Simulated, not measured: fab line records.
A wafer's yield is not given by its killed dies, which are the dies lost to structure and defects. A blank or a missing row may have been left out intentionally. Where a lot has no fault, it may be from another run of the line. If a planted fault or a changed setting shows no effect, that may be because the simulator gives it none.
The tool behind it: which one? | flow gf180mcu | 39 wafers from 13 lots sampled at 4 of the route's 602 steps

WHAT THE GAUGES READ, wafer by wafer
GF_V3_RS_MEAS_24: measurement is done with a four-point probe. Usual: for V3_W_RS the level is 0.329 ohm/sq and the standard deviation is 0.0032.
lot  | measured     | on            | V3_W_RS (ohm/sq)  | flag
L830 | day 22 14:32 | film metro-02 | 0.326 0.329 0.326 |
L831 | day 22 21:16 | film metro-04 | 0.335 0.332 0.333 |
L832 | day 22 23:59 | film metro-04 | 0.329 0.331 0.328 |
L834 | day 23 13:11 | film metro-02 | 0.331 0.332 0.331 |
L836 | day 24 19:58 | film metro-02 | 0.328 0.330 0.326 |
L838 | day 25 05:40 | film metro-03 | 0.331 0.330 0.330 |
L840 | day 26 05:35 | film metro-02 | 0.327 0.329 0.329 |
L842 | day 26 09:11 | film metro-02 | 0.325 0.328 0.327 |
L843 | day 26 12:00 | film metro-04 | 0.328 0.332 0.330 |
L844 | day 27 05:09 | film metro-03 | 0.331 0.328 0.333 |
L846 | day 27 19:34 | film metro-04 | 0.331 0.332 0.335 |
L847 | day 28 12:48 | film metro-04 | 0.327 0.329 0.326 |
L849 | day 28 14:07 | film metro-04 | 0.330 0.331 0.329 |

GF_M4_THK_MEAS_06: measures by xrf. Usual: for M4_ALCU_THK the level is 441 nm and the standard deviation is 5.4.
lot  | measured     | on            | M4_ALCU_THK (nm) | flag
L830 | day 22 15:20 | film metro-01 | 440 440 438      |
L831 | day 22 22:08 | film metro-01 | 440 432 438      |
L832 | day 23 00:47 | film metro-04 | 440 441 442      |
L834 | day 23 13:59 | film metro-01 | 445 436 440      |
L836 | day 24 20:47 | film metro-03 | 442 441 444      |
L838 | day 25 06:29 | film metro-01 | 436 432 440      |
L840 | day 26 06:25 | film metro-04 | 444 442 444      |
L842 | day 26 10:01 | film metro-04 | 450 449 452      |
L843 | day 26 12:49 | film metro-04 | 449 433 442      |
L844 | day 27 05:57 | film metro-03 | 444 447 443      |
L846 | day 27 21:40 | film metro-04 | 442 444 445      |
L847 | day 28 13:49 | film metro-04 | 442 437 441      |
L849 | day 28 15:00 | film metro-01 | 435 431 439      |

GF_M4_OVL_MEAS_15. Usual: for M4_OVL the level is 5 nm and the standard deviation is 5.
lot  | measured     | on         | M4_OVL (nm) | flag
L830 | day 23 13:31 | overlay-01 | 5 4 9       |
L831 | day 23 20:56 | overlay-02 | 10 16 8     |
L832 | day 23 22:55 | overlay-01 | 6 4 9       |
L834 | day 24 11:53 | overlay-01 | 8 2 6       |
L836 | day 25 17:57 | overlay-02 | 5 8 6       |
L838 | day 26 03:56 | overlay-01 | 1 1 -3      |
L840 | day 27 03:01 | overlay-02 | 5 4 5       |
L842 | day 27 06:34 | overlay-01 | 9 8 7       |
L843 | day 27 08:43 | overlay-02 | 4 1 9       |
L844 | day 28 01:44 | overlay-02 | 2 -1 1      |
L846 | day 28 16:38 | overlay-02 | 3 -1 8      |
L847 | day 29 08:43 | overlay-02 | 17 21 20    |
L849 | day 29 10:36 | overlay-01 | 5 12 6      |

WHICH TOOL RAN EACH LOT (tool, then ch and the chambers of the sampled wafers, then the start)
lot  | GF_M4_EXPOSE_11
L830 | krf scanner-01 ch 0, day 23 02:19
L831 | krf scanner-02 ch 0, day 23 09:30
L832 | krf scanner-01 ch 0, day 23 11:56
L834 | krf scanner-01 ch 0, day 24 00:57
L836 | krf scanner-02 ch 0, day 25 06:51
L838 | krf scanner-01 ch 0, day 25 17:38
L840 | krf scanner-01 ch 0, day 26 17:40
L842 | krf scanner-02 ch 0, day 26 20:30
L843 | krf scanner-02 ch 0, day 26 22:52
L844 | krf scanner-02 ch 0, day 27 16:02
L846 | krf scanner-02 ch 0, day 28 07:15
L847 | krf scanner-02 ch 0, day 28 23:02
L849 | krf scanner-02 ch 0, day 29 00:48
- GF_M4_EXPOSE_11: exposes mask Metal4, target cd 280 nm.

WHAT THE TOOLS THEMSELVES READ (means of the sampled wafers that have a number; where no wafer has one, the mark that the record gives instead)
GF_M4_EXPOSE_11. Usual: exposure dose mJ cm2 27.943, standard deviation 0.026; focus offset nm -0.1 nm, standard deviation 0.54.
lot  | tool           | exposure dose mJ cm2 | focus offset nm (nm) | flag
L830 | krf scanner-01 | 27.922               | -0.9                 |
L831 | krf scanner-02 | 27.928               | -0.5                 |
L832 | krf scanner-01 | 27.938               | -0.0                 |
L834 | krf scanner-01 | 27.942               | 0.0                  |
L836 | krf scanner-02 | 27.967               | 0.1                  |
L838 | krf scanner-01 | 28.716               | -0.2                 | OFF
L840 | krf scanner-01 | 28.551               | -0.6                 | OFF
L842 | krf scanner-02 | 27.932               | 0.2                  |
L843 | krf scanner-02 | 27.947               | 0.7                  |
L844 | krf scanner-02 | 27.976               | 0.3                  |
L846 | krf scanner-02 | 27.963               | 1.0                  |
L847 | krf scanner-02 | 27.911               | -0.1                 |
L849 | krf scanner-02 | 27.940               | -0.8                 |

THE ANSWER, worked out from the rows above alone
Rule: take the mean of a lot's wafers that have a number; if it is more than 3 standard deviations from the usual mean, the lot is off. Also off: a lot with no number at a reading for which 4 or more lots have one. The other lots that the step has rows for count as sound. The gauges are gone through in route order, then the tools' own readings, and for those a lot's mean is taken as printed above. At the first step where some lot is off, the reading lying furthest off is the one used; lots without a number count as furthest.
Off, at GF_M4_EXPOSE_11 on exposure dose mJ cm2: L838, L840.
If a tool, at that step or one of the process steps before it, ran each lot that is off and ran no sound lot following the first of them, it fits. One fits: krf scanner-01 at GF_M4_EXPOSE_11. A fault onset in the window from L834 (day 24 00:57, its last sound lot) to L838 (day 25 17:38, its first lot off) fits.
The tool's own readings at GF_M4_EXPOSE_11 bear it out: on the lots that are off they differ by more than 5 times the standard deviation of the sound lots' means. exposure dose mJ cm2 reads 28.633 there against 27.942 on the sound lots.

WHAT HAD BEEN PUT IN BY THE SIMULATOR
Process parameter drift: krf scanner-01, from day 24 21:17 on, at GF_M4_EXPOSE_11. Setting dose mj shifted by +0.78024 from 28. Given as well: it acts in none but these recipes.
Lots struck among those shown: L838, L840. The rule above found the same.
